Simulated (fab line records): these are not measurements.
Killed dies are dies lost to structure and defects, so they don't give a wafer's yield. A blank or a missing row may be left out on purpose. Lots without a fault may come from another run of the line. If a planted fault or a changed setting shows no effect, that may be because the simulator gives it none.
Split-lot trial | flow sky130 | 5 lots, 23 wafers read, on a route of 708 steps

== ABOUT THE SPLIT ==
At SKY_VIA3_ETCH_14 (etches BARC in N2/H2, stops on SiO2, time 45.9 s, target depth 60 nm), the setting source-w was moved away from the recipe's 500 W on 7 of the 23 wafers read, by -10.2% to +8.0%. This setting was run at the recipe's value on the other wafers.

The split's own step is where the reading is taken.

== THE READING ==
KrF-thick_of_VIA3_COAT_07.thk-nm (the simulator's own value, which no gauge read), in nm, at SKY_VIA3_ETCH_14 (etches BARC in N2/H2, stops on SiO2, time 45.9 s, target depth 60 nm). The file does not state a usual value for it. Average 387.7 nm, standard deviation 1.1 nm, over the 16 wafers here run with the recipe.

wafer  | tool, chamber at the split | source-w as run, W | against the recipe | KrF-thick_of_VIA3_COAT_07.thk-nm, nm | against lot-mates on the recipe
L077.1 | rie-diel-02, 2             | 540.1              | +8.0%              | 382.7                                | -3.7
L077.2 | rie-diel-02, 1             | 500                | recipe             | 388.1                                | -
L077.3 | rie-diel-02, 0,1           | 500                | recipe             | 385.6                                | -
L077.5 | rie-diel-02, 0,1           | 500                | recipe             | 385.6                                | -
L077.6 | rie-diel-02, 2             | 540.1              | +8.0%              | 381.7                                | -4.7
L080.2 | rie-diel-04, 0             | 500                | recipe             | 387.3                                | -
L080.4 | rie-diel-04, 1             | 500                | recipe             | 387.7                                | -
L080.5 | rie-diel-04, 2             | 500                | recipe             | 387.1                                | -
L082.1 | rie-diel-04, 1             | 500                | recipe             | 387.7                                | -
L082.3 | rie-diel-04, 0             | 449.2              | -10.2%             | 392.9                                | +4.9
L082.4 | rie-diel-04, 2             | 449.2              | -10.2%             | 391.4                                | +3.4
L082.5 | rie-diel-04, 2             | 500                | recipe             | 386.8                                | -
L082.6 | rie-diel-04, 3             | 500                | recipe             | 389.6                                | -
L084.1 | rie-diel-04, 0             | 500                | recipe             | 388.5                                | -
L084.2 | rie-diel-04, 1             | 454                | -9.2%              | 391.1                                | +2.8
L084.3 | rie-diel-04, 2             | 454                | -9.2%              | 391.5                                | +3.1
L084.5 | rie-diel-04, 3             | 500                | recipe             | 388.2                                | -
L084.6 | rie-diel-04, 0             | 454                | -9.2%              | 392.5                                | +4.1
L085.1 | rie-diel-01, 3             | 500                | recipe             | 388.3                                | -
L085.2 | rie-diel-01, 1,0           | 500                | recipe             | 388.8                                | -
L085.4 | rie-diel-01, 1,0           | 500                | recipe             | 388.8                                | -
L085.3 | rie-diel-01, 2             | 500                | recipe             | 386.7                                | -
L085.5 | rie-diel-01, 0             | 500                | recipe             | 388.1                                | -
Rows listing several chambers each stand for several wafers; the file does not say which wafer went through which chamber.

FIT RESULTS
A straight line over all 23 wafers: KrF-thick_of_VIA3_COAT_07.thk-nm changes by -0.506 nm for each +1% of source-w; r = -0.92; the points scatter about the line by 1.1 nm.
The same after taking each lot's own level away (the mean of its wafers on the recipe; 23 wafers): -0.423 nm for each +1%; r = -0.93; scatter 0.87 nm.
Per that fit: largest source-w move, reading shift of 4.3 nm.
Across the lots, their own levels run from 386.43 to 388.35 nm, a range of 1.8 times the standard deviation given above.
Hence the slope depends on the lot-to-lot level, as the two fits are not the same.
Check: +3.97 nm against its lot-mates is what the line predicts for one of the wafers moved furthest among these (-10.2%) when that wafer is left out of the fit. Against them it came out at +4.87 nm.

== THESE WAFERS: OTHER SPLITS ==
Before the reading, these wafers also passed through other splits. Each is held against what the fit with the lots' levels taken away leaves over:
other split on the same wafers     | wafers away from the commonest value | r with KrF-thick_of_VIA3_COAT_07.thk-nm (lot level and that fit taken away)
SKY_VIA2_HDPCVD_00 time-s          | 6                                    | +0.24
SKY_VIA2_CVD_21 temp-c             | 10                                   | -0.08
SKY_METAL3_SPUTTER_04 time-s       | 10                                   | +0.02
SKY_CAPM_SPUTTER_02 time-s         | 6                                    | +0.09
SKY_CAPM_METAL_ETCH_13 time-s      | 5                                    | -0.01
SKY_METAL3_ETCH_17 time-s          | 9                                    | +0.01
SKY_VIA3_CMP_02 leave-above-ref-nm | 5                                    | -0.02

== FILE'S OWN FIT ==
KrF-thick_of_VIA3_COAT_07.thk-nm changes by -0.422 nm for each +1% of source-w, r = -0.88.
